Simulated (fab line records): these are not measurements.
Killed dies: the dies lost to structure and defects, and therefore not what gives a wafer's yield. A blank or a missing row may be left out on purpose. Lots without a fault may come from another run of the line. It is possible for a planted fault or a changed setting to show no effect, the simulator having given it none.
fab line records	flow sfq-line
[record] lots = 7	wafers = 21	last-day = 84
route steps=325 shown L0@13 L0V@16 M0@28 I0@43 M8@325
lots that met no fault: from a run of the same line without faults
start-h: hours from the record's opening day to when the first of the lot's shown wafers began	wait-h: hours from the lot's prior step to this one	" repeats the value in the row above	L1.1+2: several wafers, shown together as one row	- either no value or no given start	* or withheld: withheld	< > ~ a bound
route shown NAME@n: names a module that has steps shown in the file, with the first one's number in the route	usual: average and standard deviation across the fault-free wafers	same: alike in all rows	chamber/n: place in a boat	sites: each site's reading	_std_site: standard deviation across them	_edge_site: outer sites' mean less inner sites'	radius-mm: for every site, how far away it sits from the centre of the wafer	mask NAME#n: copy n	behind: tool/chamber where the wafer was last shaped	hold: the reason the lot was held/the length of the hold in hours/how it ended	device: the n, p or np transistor that did not switch	end of line: at the end of the route, the tests of the same wafers	a step given without rows: its recipe and nothing more	killed: count of dies lost to structure and defects at first sort (not the wafer's yield)	map: dies across one wafer; x = killed, . = not, _ = none there
set.NAME: setting as actually run; set.NAME@STEP: the setting as run at that earlier step	model.NAME: the simulator's own value behind a step, which no gauge read
lots at selected steps of the route; one table per step, one row per wafer
services: a tool's chamber out of use, with start hour (start-h, from the record's first day; less than 0 if before it), hours out, and reason
[[steps]]
[step SFQ_TRILAYER_L0_ETCH_METAL_ETCH_008]
[recipe] target = MoNx_KI	stop-on = SiO2	mask-material = PR	chemistry = SF6/O2	target-depth-nm = 50	icp-w = 582.9	bias-w = 80	pressure-mtorr = 10	time-s = 25
[usual] bias-w = 79.99/0.19	chamber-pressure-mTorr = 10.000/0.0091	drypump-motor-current-A = 5.4/0.37	oes-product-au = 0.873/0.0062
lot.wafer	tool	chamber	start-h	wait-h	bias-w	chamber-pressure-mTorr	drypump-motor-current-A	oes-product-au	rf-hours-counter-h
L290.1	rie-metal-02	1	61.22	0.0	80.01	10.004	5.4	0.875	164
L290.3	"	0	"	"	80.02	10.005	4.7	0.880	-
L290.4	"	1	"	"	79.95	9.998	5.4	0.878	-
L301.1	rie-metal-03	1	116.97	0.0	80.06	9.990	5.3	0.870	43
L301.2	"	0	"	"	79.90	9.991	5.5	0.868	117
L301.3	"	1	"	"	79.91	10.025	5.3	0.874	-
L302.1	rie-metal-04	0	121.77	0.0	80.29	10.008	6.1	0.872	5
L302.5	"	0	"	"	79.67	9.999	6.1	0.878	-
L302.6	"	1	"	"	79.73	10.000	5.7	0.871	-
L303.3	rie-metal-03	1	126.69	0.0	80.13	10.000	5.3	0.876	-
L303.4	"	0	"	"	79.91	10.009	5.5	0.869	-
L303.5	"	0	"	"	79.95	10.014	5.5	0.874	-
L305.1	rie-metal-04	0	139.88	0.0	79.96	9.994	6.1	0.861	8
L305.2	"	1	"	"	80.39	9.995	5.7	0.870	183
L305.5	"	0	"	"	80.06	10.008	6.1	0.874	-
L307.1	rie-metal-02	0	149.48	0.0	80.15	9.987	4.7	0.869	182
L307.3	"	1	"	"	80.09	10.008	5.4	0.883	-
L307.5	"	1	"	"	80.33	10.001	5.4	0.880	-
L312.1	rie-metal-04	1	178.30	0.1	79.83	9.997	5.6	0.877	190
L312.4	"	0	"	"	79.78	10.031	6.1	0.867	-
L312.6	"	1	"	"	80.11	10.018	5.7	0.869	-
[step SFQ_TRILAYER_L0_STRIP_STRIP_009]
[recipe] gas = O2	power-w = 200	platen-temp-c = 40	overash-fraction = 0.65	chemistry = O2	pressure-mtorr = 50
[step SFQ_TRILAYER_L0_STRIP_SOLV_CLEAN_010]
[recipe] chemistry = NMP	temp-c = 70	time-s = 600
[step SFQ_TRILAYER_L0_CAP_PECVD_011]
[recipe] material = SiO2	temp-c = 150	time-s = 13.333	pressure-torr = 2.4	rf-w = 183.3	precursor = SiH4/N2O	target-thk-nm = 60
[usual] heater-power-outer-w = 30/11	heater-power-w = 88/20	throttle-valve-pct = 25.7/1.5
lot.wafer	tool	chamber	start-h	wait-h	heater-power-outer-w	heater-power-w	throttle-valve-pct
L290.1	pecvd-01	0	62.04	0.0	20	69	25.6
L290.3	"	2	"	"	42	96	24.0
L290.4	"	0	"	"	20	70	25.8
L301.1	pecvd-04	0	117.79	0.0	21	71	26.5
L301.2	"	1	"	"	39	113	29.2
L301.3	"	2	"	"	26	75	25.1
L302.1	pecvd-01	2	122.60	0.0	46	102	24.1
L302.5	"	0	"	"	21	71	25.6
L302.6	"	1	"	"	26	81	24.0
L303.3	pecvd-03	2	127.50	0.0	28	82	27.5
L303.4	"	0	"	"	44	123	25.2
L303.5	"	1	"	"	19	69	25.3
L305.1	pecvd-04	0	140.70	0.0	26	79	26.5
L305.2	"	2	"	"	29	79	25.2
L305.5	"	0	"	"	26	79	26.7
L307.1	pecvd-03	2	150.31	0.0	28	80	27.6
L307.3	"	0	"	"	53	130	25.5
L307.5	"	1	"	"	24	76	25.2
L312.1	pecvd-04	0	179.33	0.0	22	71	26.2
L312.4	"	0	"	"	22	74	26.4
L312.6	"	1	"	"	41	114	28.9
[step SFQ_TRILAYER_L0_VIA_LITHO_COAT_018]
[recipe] resist = BARC	spin-rpm = 3000	resist-thk-nm = 62
[step SFQ_TRILAYER_L0_VIA_LITHO_COAT_013]
[recipe] resist = KrF	spin-rpm = 3000	resist-thk-nm = 650
[step SFQ_TRILAYER_L0_VIA_LITHO_SOFTBAKE_017]
[recipe] temp-c = withheld	time-s = withheld	resist = KrF
[step SFQ_TRILAYER_L0_VIA_LITHO_EXPOSE_014]
[recipe] mask-id = L0V	na = 0.6	source-shape = conventional	sigma-outer = 0.65	target-cd-nm = 700	dose-mj = 21.3
[step SFQ_TRILAYER_L0_VIA_LITHO_PEB_016]
[recipe] peb-temp-c = 115	peb-time-s = 60	resist = KrF
[step SFQ_TRILAYER_L0_VIA_LITHO_DEVELOP_015]
[recipe] time-s = 60	resist = KrF
[step SFQ_L0V_OVL_MEAS_903]
[usual] L0V_OVL = -2/4.8
lot.wafer	tool	chamber	start-h	wait-h	L0V_OVL[nm]
L290.1	overlay-02	-	106.41	0.1	-1
L290.3	"	-	"	"	-10
L290.4	"	-	"	"	-3
L301.1	overlay-02	-	164.12	0.1	-6
L301.2	"	-	"	"	-3
L301.3	"	-	"	"	-2
L302.1	overlay-02	-	171.11	0.1	4
L302.5	"	-	"	"	4
L302.6	"	-	"	"	3
L303.3	overlay-01	-	175.93	0.1	-1
L303.4	"	-	"	"	-3
L303.5	"	-	"	"	1
L305.1	overlay-01	-	192.76	0.1	-5
L305.2	"	-	"	"	-7
L305.5	"	-	"	"	-3
L307.1	overlay-01	-	203.54	0.1	1
L307.3	"	-	"	"	1
L307.5	"	-	"	"	2
L312.1	overlay-02	-	235.94	0.1	0
L312.4	"	-	"	"	-7
L312.6	"	-	"	"	-1
[step SFQ_TRILAYER_L0_VIA_BARC_OPEN_VIA_ETCH_021]
[recipe] mask-material = PR	chemistry = O2	target-depth-nm = 125	target = BARC	source-w = 500	bias-w = 83.06	pressure-mtorr = 30	time-s = 41.7
[step SFQ_TRILAYER_L0_VIA_ETCH_VIA_ETCH_016]
[recipe] target = SiO2	stop-on = MoNx_KI	mask-material = PR	chemistry = CHF3	target-depth-nm = 80	source-w = 500	bias-w = 80	pressure-mtorr = 30	time-s = withheld
[usual] bias-w = 79.98/0.23	chamber-pressure-mTorr = 30.002/0.026	drypump-motor-current-A = 5.57/0.24	oes-product-au = 0.843/0.0077
lot.wafer	tool	chamber	start-h	wait-h	bias-w	chamber-pressure-mTorr	drypump-motor-current-A	oes-product-au	model.KrF_of_TRILAYER_L0_VIA_LITHO_COAT_013.thk-nm
L290.1	rie-diel-04	3	106.49	0.0	79.97	30.034	5.80	0.828	558.3
L290.3	"	1	"	"	80.24	30.003	5.35	0.827	561.3
L290.4	"	0	"	"	80.30	29.996	5.71	0.845	560.6
L301.1	rie-diel-02	2	164.19	0.0	-	-	-	-	574
L301.2	"	3	"	"	-	-	-	-	574.2
L301.3	"	1	"	"	-	-	-	-	575.8
L302.1	rie-diel-02	1	171.19	0.0	-	-	-	-	576.2
L302.5	"	3	"	"	-	-	-	-	576
L302.6	"	2	"	"	-	-	-	-	573.3
L303.3	rie-diel-04	0	175.99	0.0	-	-	-	-	576.7
L303.4	"	3	"	"	-	-	-	-	573.6
L303.5	"	1	"	"	-	-	-	-	576.9
L305.1	rie-diel-02	1	192.84	0.0	79.78	30.011	5.71	0.832	559.9
L305.2	"	3	"	"	79.65	30.051	5.33	0.825	560.9
L305.5	"	2	"	"	79.59	30.056	4.95	0.844	557.5
L307.1	rie-diel-04	2	203.61	0.0	79.73	30.037	5.75	0.834	559.9
L307.3	"	1	"	"	79.63	29.968	5.37	0.835	557.6
L307.5	"	0	"	"	79.83	30.009	5.66	0.843	559.9
L312.1	rie-diel-04	1	236.01	0.0	79.92	29.988	5.39	0.845	560.9
L312.4	"	3	"	"	79.93	30.003	5.79	0.848	560.7
L312.6	"	1	"	"	79.97	30.020	5.39	0.846	557.6
[step SFQ_TRILAYER_L0_VIA_STRIP_STRIP_017]
[recipe] gas = O2	power-w = 200	platen-temp-c = 40	overash-fraction = 0.65	chemistry = O2	pressure-mtorr = 50
[usual] drypump-motor-current-A = 5.67/0.29	oes-product-au = 1.002/0.0079
lot.wafer	tool	chamber	start-h	wait-h	drypump-motor-current-A	oes-product-au	rf-hours-counter-h
L290.1	rie-metal-04	1	106.54	-	5.60	1.008	177
L290.3	"	1	"	"	5.65	1.004	-
L290.4	"	0	"	"	6.11	0.996	-
L301.1	rie-metal-01	1	164.24	-	5.48	0.995	125
L301.2	"	0	"	"	5.90	1.010	167
L301.3	"	0	"	"	5.91	0.997	-
L302.1	rie-metal-01	1	171.24	-	5.46	0.987	126
L302.5	"	1	"	"	5.47	0.989	-
L302.6	"	0	"	"	5.91	1.006	-
L303.3	rie-metal-04	1	176.30	-	5.63	1.007	-
L303.4	"	0	"	"	6.13	1.012	-
L303.5	"	1	"	"	5.63	1.012	-
L305.1	rie-metal-04	1	192.88	-	5.71	1.006	193
L305.2	"	0	"	"	6.13	1.006	18
L305.5	"	1	"	"	5.68	1.006	-
L307.1	rie-metal-04	1	203.66	-	5.64	0.999	196
L307.3	"	0	"	"	6.13	1.012	-
L307.5	"	0	"	"	6.11	1.001	-
L312.1	rie-metal-01	0	236.06	-	5.92	0.994	182
L312.4	"	0	"	"	5.90	0.999	-
L312.6	"	1	"	"	5.47	0.992	-
[step SFQ_TRILAYER_L0_VIA_STRIP_SOLV_CLEAN_018]
[recipe] chemistry = NMP	temp-c = 70	time-s = 600
[step SFQ_TRILAYER_M0_DEP_PRE_CLEAN_020]
[recipe] gas = Ar	time-s = 15	bias-v = 250
[step SFQ_TRILAYER_M0_DEP_SPUTTER_019]
[recipe] material = Nb	base-pressure-pa = 1.33e-06	chamber-pressure-pa = 0.1333	substrate-temp-c = 20	resputter-cathode-voltage-v = 400	target-thk-nm = 200	power-w = 2000	time-s = 133.3
[step SFQ_M0_RS_MEAS_904]
[recipe] thk-meas-gauge = four-point-probe	reads = Nb_of_TRILAYER_M0_DEP_SPUTTER_019
[usual] M0_NB_RS = 0.891/0.007
lot.wafer	tool	chamber	start-h	wait-h	M0_NB_RS[ohm/sq]
L290.1	film-metro-04	-	107.43	0.0	0.902
L290.3	"	-	"	"	0.895
L290.4	"	-	"	"	0.897
L301.1	film-metro-04	-	165.13	0.0	0.883
L301.2	"	-	"	"	0.883
L301.3	"	-	"	"	0.877
L302.1	film-metro-04	-	172.13	0.0	0.900
L302.5	"	-	"	"	0.894
L302.6	"	-	"	"	0.905
L303.3	film-metro-02	-	177.17	0.1	0.880
L303.4	"	-	"	"	0.884
L303.5	"	-	"	"	0.881
L305.1	film-metro-04	-	193.77	0.0	0.888
L305.2	"	-	"	"	0.882
L305.5	"	-	"	"	0.885
L307.1	film-metro-04	-	204.57	0.0	0.904
L307.3	"	-	"	"	0.899
L307.5	"	-	"	"	0.899
L312.1	film-metro-03	-	236.95	0.0	0.897
L312.4	"	-	"	"	0.894
L312.6	"	-	"	"	0.896
[step SFQ_TRILAYER_M0_LITHO_COAT_026]
[recipe] resist = BARC	spin-rpm = 3000	resist-thk-nm = 62
[step SFQ_TRILAYER_M0_LITHO_COAT_021]
[recipe] resist = KrF	spin-rpm = 3000	resist-thk-nm = 600
[step SFQ_TRILAYER_M0_LITHO_SOFTBAKE_025]
[recipe] temp-c = withheld	time-s = withheld	resist = KrF
[step SFQ_TRILAYER_M0_LITHO_EXPOSE_022]
[recipe] mask-id = M0	na = 0.6	source-shape = conventional	sigma-outer = 0.65	target-cd-nm = 500	dose-mj = 14.4
[step SFQ_TRILAYER_M0_LITHO_PEB_024]
[recipe] peb-temp-c = 115	peb-time-s = 60	resist = KrF
[step SFQ_TRILAYER_M0_LITHO_DEVELOP_023]
[recipe] time-s = 60	resist = KrF
[step SFQ_M0_OVL_MEAS_906]
[usual] M0_OVL = 1/4.8
lot.wafer	tool	chamber	start-h	wait-h	M0_OVL[nm]
L290.1	overlay-02	-	153.31	0.1	5
L290.3	"	-	"	"	8
L290.4	"	-	"	"	6
L301.1	overlay-02	-	219.14	0.1	-6
L301.2	"	-	"	"	0
L301.3	"	-	"	"	-2
L302.1	overlay-01	-	227.54	0.1	1
L302.5	"	-	"	"	3
L302.6	"	-	"	"	-6
L303.3	overlay-02	-	232.35	0.1	5
L303.4	"	-	"	"	3
L303.5	"	-	"	"	-1
L305.1	overlay-02	-	250.34	0.1	0
L305.2	"	-	"	"	2
L305.5	"	-	"	"	1
L307.1	overlay-02	-	260.69	0.1	7
L307.3	"	-	"	"	5
L307.5	"	-	"	"	7
L312.1	overlay-02	-	287.09	0.1	9
L312.4	"	-	"	"	6
L312.6	"	-	"	"	9
[step SFQ_TRILAYER_M0_BARC_OPEN_METAL_ETCH_031]
[recipe] mask-material = PR	chemistry = O2	target-depth-nm = 125	target = BARC	icp-w = 600	bias-w = 80	pressure-mtorr = 10	time-s = 41.7
[step SFQ_TRILAYER_M0_ETCH_METAL_ETCH_024]
[recipe] target = Nb	stop-on = SiO2	mask-material = PR	chemistry = Cl2/Ar	target-depth-nm = 240	icp-w = 600	bias-w = 80	pressure-mtorr = 10	time-s = 120
[usual] bias-w = 80.01/0.25	chamber-pressure-mTorr = 10.000/0.0093	drypump-motor-current-A = 5.6/0.46	oes-product-au = 0.894/0.0058
lot.wafer	tool	chamber	start-h	wait-h	bias-w	chamber-pressure-mTorr	drypump-motor-current-A	oes-product-au	rf-hours-counter-h
L290.1	rie-metal-01	1	153.41	0.0	80.46	10.000	5.5	0.880	123
L290.3	"	1	"	"	80.53	9.994	5.5	0.891	-
L290.4	"	0	"	"	80.03	9.992	5.9	0.886	-
L301.1	rie-metal-02	1	219.23	0.0	79.85	10.007	5.4	0.905	192
L301.2	"	0	"	"	80.05	9.992	4.7	0.906	197
L301.3	"	1	"	"	80.16	10.000	5.4	0.899	-
L302.1	rie-metal-01	1	227.63	0.0	80.12	10.005	5.5	0.892	135
L302.5	"	0	"	"	79.79	10.003	5.9	0.892	-
L302.6	"	1	"	"	80.36	9.999	5.5	0.886	-
L303.3	rie-metal-04	0	232.48	0.1	80.10	9.995	6.1	0.895	-
L303.4	"	1	"	"	80.18	10.009	5.6	0.905	-
L303.5	"	1	"	"	80.12	10.009	5.7	0.897	-
L305.1	rie-metal-01	0	250.43	0.0	79.85	10.001	5.9	0.898	185
L305.2	"	1	"	"	80.56	9.983	5.5	0.905	139
L305.5	"	0	"	"	79.26	9.993	5.9	0.895	-
L307.1	rie-metal-04	0	260.80	0.1	80.16	10.000	6.1	0.890	36
L307.3	"	0	"	"	80.07	10.006	6.1	0.892	-
L307.5	"	0	"	"	80.30	9.987	6.1	0.893	-
L312.1	rie-metal-02	1	287.18	0.0	79.89	10.007	5.4	0.888	5
L312.4	"	1	"	"	80.39	9.999	5.4	0.903	-
L312.6	"	1	"	"	80.30	10.020	5.4	0.883	-
[step SFQ_TRILAYER_M0_STRIP_STRIP_025]
[recipe] gas = O2	power-w = 200	platen-temp-c = 40	overash-fraction = 0.65	chemistry = O2	pressure-mtorr = 50
[step SFQ_TRILAYER_M0_STRIP_SOLV_CLEAN_026]
[recipe] chemistry = NMP	temp-c = 70	time-s = 600
[step SFQ_TRILAYER_I0_DEP_PECVD_027]
[recipe] material = SiO2	temp-c = 150	time-s = 111.11	pressure-torr = 2.4	rf-w = 183.3	precursor = SiH4/N2O	target-thk-nm = 500
[usual] heater-power-outer-w = 35/11	heater-power-w = 98/23	throttle-valve-pct = 25.9/1.5
lot.wafer	tool	chamber	start-h	wait-h	heater-power-outer-w	heater-power-w	throttle-valve-pct
L290.1	pecvd-04	0	154.31	0.0	24	75	26.4
L290.3	"	2	"	"	27	77	24.9
L290.4	"	2	"	"	29	81	24.7
L301.1	pecvd-03	1	220.13	0.0	28	81	25.6
L301.2	"	0	"	"	54	134	25.6
L301.3	"	2	"	"	22	75	28.1
L302.1	pecvd-03	2	228.53	0.0	27	80	27.9
L302.5	"	2	"	"	17	66	27.9
L302.6	"	0	"	"	58	140	25.5
L303.3	pecvd-02	0	233.33	0.0	43	116	24.3
L303.4	"	1	"	"	38	109	25.0
L303.5	"	0	"	"	45	121	24.0
L305.1	pecvd-02	2	251.37	0.0	43	103	24.7
L305.2	"	1	"	"	44	119	24.9
L305.5	"	2	"	"	43	102	24.1
L307.1	pecvd-04	1	261.95	0.0	37	114	28.8
L307.3	"	2	"	"	32	83	24.9
L307.5	"	0	"	"	15	63	26.4
L312.1	pecvd-02	1	288.08	0.0	46	119	25.2
L312.4	"	1	"	"	48	122	25.0
L312.6	"	2	"	"	42	103	24.5
[step SFQ_TRILAYER_I0_CMP_CMP_028]
[recipe] material = SiO2	down-force-psi = 3	platen-rpm = 60	pad-velocity-m-s = 0.94248
[step SFQ_I0_BOW_MEAS_907]
[recipe] mode = bow
[usual] I0_BOW = 2/8.2
lot.wafer	tool	chamber	start-h	wait-h	I0_BOW[um]
L290.1	film-metro-02	-	157.39	1.0	4
L290.3	"	-	"	"	7
L290.4	"	-	"	"	3
L301.1	film-metro-02	-	235.29	1.5	2
L301.2	"	-	"	"	2
L301.3	"	-	"	"	-2
L302.1	film-metro-01	-	248.02	2.5	6
L302.5	"	-	"	"	2
L302.6	"	-	"	"	14
L303.3	film-metro-03	-	253.33	2.5	13
L303.4	"	-	"	"	13
L303.5	"	-	"	"	7
L305.1	film-metro-01	-	265.29	1.5	-3
L305.2	"	-	"	"	-5
L305.5	"	-	"	"	0
L307.1	film-metro-01	-	275.02	2.0	4
L307.3	"	-	"	"	9
L307.5	"	-	"	"	13
L312.1	film-metro-02	-	304.74	1.5	-1
L312.4	"	-	"	"	5
L312.6	"	-	"	"	4
[step SFQ_TRILAYER_I0_METRO_MEASURE_029]
[step SFQ_TRILAYER_I0_VIA_LITHO_COAT_036]
[recipe] resist = BARC	spin-rpm = 3000	resist-thk-nm = 60.99
[step SFQ_TRILAYER_I0_VIA_LITHO_COAT_031]
[recipe] resist = KrF	spin-rpm = 3000	resist-thk-nm = 650
[step SFQ_TRILAYER_I0_VIA_LITHO_SOFTBAKE_035]
[recipe] temp-c = withheld	time-s = withheld	resist = KrF
[step SFQ_TRILAYER_I0_VIA_LITHO_EXPOSE_032]
[recipe] mask-id = I0	na = 0.6	source-shape = conventional	sigma-outer = 0.65	target-cd-nm = 500	dose-mj = 21.3
[step SFQ_TRILAYER_I0_VIA_LITHO_PEB_034]
[recipe] peb-temp-c = 115	peb-time-s = 60	resist = KrF
[step SFQ_TRILAYER_I0_VIA_LITHO_DEVELOP_033]
[recipe] time-s = 60	resist = KrF
[step SFQ_I0_OVL_MEAS_908]
[usual] I0_OVL = -2/5.5
lot.wafer	tool	chamber	start-h	wait-h	I0_OVL[nm]
L290.1	overlay-01	-	213.14	0.1	1
L290.3	"	-	"	"	-3
L290.4	"	-	"	"	6
L301.1	overlay-01	-	285.89	0.1	3
L301.2	"	-	"	"	-1
L301.3	"	-	"	"	-2
L302.1	overlay-02	-	297.89	0.1	-4
L302.5	"	-	"	"	-4
L302.6	"	-	"	"	-5
L303.3	overlay-01	-	304.13	0.1	-7
L303.4	"	-	"	"	-12
L303.5	"	-	"	"	-8
L305.1	overlay-02	-	324.81	0.1	-2
L305.2	"	-	"	"	-3
L305.5	"	-	"	"	-4
L307.1	overlay-01	-	336.61	0.1	-5
L307.3	"	-	"	"	-1
L307.5	"	-	"	"	-5
L312.1	overlay-02	-	369.01	0.1	-7
L312.4	"	-	"	"	-5
L312.6	"	-	"	"	-6
[step SFQ_TRILAYER_I0_VIA_BARC_OPEN_VIA_ETCH_046]
[recipe] mask-material = PR	chemistry = O2	target-depth-nm = 125	target = BARC	source-w = 518.8	bias-w = 80	pressure-mtorr = 30	time-s = 41.7
[step SFQ_M8_BOW_MEAS_951]
[recipe] mode = bow
[usual] M8_BOW = 9/12
lot.wafer	tool	chamber	start-h	wait-h	M8_BOW[um]	model.etest.l0v.link-ohm
L290.1	film-metro-03	-	1667.74	0.0	0	44.29
L290.3	"	-	"	"	2	44.27
L290.4	"	-	"	"	-2	44.29
L301.1	film-metro-02	-	1846.40	0.0	12	1e+06
L301.2	"	-	"	"	13	1e+06
L301.3	"	-	"	"	8	1e+06
L302.1	film-metro-01	-	1848.98	0.0	14	1e+06
L302.5	"	-	"	"	10	1e+06
L302.6	"	-	"	"	23	1e+06
L303.3	film-metro-01	-	1863.15	0.0	25	1e+06
L303.4	"	-	"	"	24	1e+06
L303.5	"	-	"	"	17	1e+06
L305.1	film-metro-03	-	1874.79	0.0	15	44.81
L305.2	"	-	"	"	14	44.65
L305.5	"	-	"	"	18	44.45
L307.1	film-metro-01	-	1902.29	0.0	17	44.58
L307.3	"	-	"	"	19	44.12
L307.5	"	-	"	"	24	43.91
L312.1	film-metro-01	-	2015.56	0.0	-6	44.72
L312.4	"	-	"	"	0	45.14
L312.6	"	-	"	"	0	44.76
[[services]]
tool	chamber	start-h	hours	kind
pecvd-03	1	50.63	5.7	repair
pecvd-01	-	51.28	0.4	repair
pecvd-02	-	68.16	0.6	repair
pecvd-02	-	96.69	6.0	pm
pecvd-03	-	100.62	1.2	repair
rie-metal-04	-	101.61	0.8	repair
rie-metal-01	-	104.09	5.0	repair
rie-diel-04	2	107.62	7.5	repair
rie-metal-01	1	110.05	3.4	repair
rie-metal-04	-	113.24	1.4	pm
rie-diel-02	1	127.07	1.2	repair
rie-metal-02	1	161.31	9.9	repair
pecvd-04	-	165.04	0.7	repair
rie-metal-01	-	165.25	2.8	pm
pecvd-02	-	168.16	0.5	repair
pecvd-03	2	187.87	4.9	repair
rie-metal-01	1	193.21	11.8	repair
pecvd-04	2	221.65	8.0	repair
pecvd-03	1	227.89	21.3	repair
pecvd-02	-	235.99	3.0	repair
rie-metal-02	-	250.08	14.6	pm
rie-diel-02	2	252.71	13.5	repair
rie-metal-02	-	264.68	2.8	pm
pecvd-03	-	286.24	2.7	repair
[[key]]
[first-sign] step = SFQ_TRILAYER_L0_VIA_ETCH_VIA_ETCH_016	reading = tool-record	direction = missing
effect none on later readings
[model-effect] step = SFQ_TRILAYER_L0_VIA_ETCH_VIA_ETCH_016	value = KrF_of_TRILAYER_L0_VIA_LITHO_COAT_013.thk-nm	without = 561.5	struck = 575.2
[model-effect] step = SFQ_M8_BOW_MEAS_951	value = etest.l0v.link-ohm	without = 44.53	struck = 1e+06
met-at SFQ_TRILAYER_L0_VIA_ETCH_VIA_ETCH_016
struck-wafers L301.1,L301.2,L301.3,L302.1,L302.5,L302.6,L303.3,L303.4,L303.5
onset-between 106.49 164.19
[fault] kind = skipped-step-whole	tool = rie-diel-02,rie-diel-04	chamber = -	onset-h = 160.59	steps = SFQ_TRILAYER_L0_VIA_ETCH_VIA_ETCH_016	scope = struck-lots-only
